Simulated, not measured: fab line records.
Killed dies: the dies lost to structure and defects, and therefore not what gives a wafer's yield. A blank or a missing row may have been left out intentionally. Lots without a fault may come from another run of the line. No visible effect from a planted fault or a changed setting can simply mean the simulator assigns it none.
Which of the tools did it?	flow sky130	18 wafers from 6 lots sampled at 2 of the route's 708 steps

WHAT THE GAUGES SHOWED, per wafer
SKY_SONOS_ONO_THK_MEAS_01.
lot	measured	on	SONOS_ONO_OXIDATION_THK (nm)
L824	day 11 22:46	film metro-03	2.56 2.52 2.42
L831	day 14 10:59	film metro-03	2.84 2.79 2.81
L838	day 16 11:35	film metro-04	2.57 2.58 2.56
L840	day 18 05:05	film metro-02	2.65 2.68 2.60
L842	day 18 10:18	film metro-04	2.66 2.64 2.65
L844	day 18 23:21	film metro-03	2.56 2.49 2.46

WHAT TOOL EACH LOT RAN ON (gives the tool, then ch and the chambers of the sampled wafers, and finally the start)
lot	SKY_SONOS_ONO_OXIDATION_00
L824	furnace-02 ch 0, day 11 21:26
L831	furnace-01 ch 0, day 14 09:38
L838	furnace-02 ch 0, day 16 10:15
L840	furnace-02 ch 0, day 18 03:43
L842	furnace-01 ch 0, day 18 08:56
L844	furnace-02 ch 0, day 18 21:59
- SKY_SONOS_ONO_OXIDATION_00: stabilise 600 s, purge 300 s, target thk 2.6 nm.

THE ANSWER, worked out from the rows above alone
Rule: the usual values come from the lots themselves. The widest of any qualifying gaps counts: lots, ordered by their means at a reading, are off when they make up no more than a third of the lots, leave a main group of 4 or more, and stand apart from it by 3 or more times the standard deviation of that group's means. Not used: any main group whose means are identical at the precision the tables above print for the reading. A lot without any number at a reading at which 4 lots or more have one is off too. Any other lot the step has rows for is counted as sound.
Across all readings shown, no lot is off: no conclusion can be drawn from this.

WHAT THE SIMULATOR HAD PUT IN
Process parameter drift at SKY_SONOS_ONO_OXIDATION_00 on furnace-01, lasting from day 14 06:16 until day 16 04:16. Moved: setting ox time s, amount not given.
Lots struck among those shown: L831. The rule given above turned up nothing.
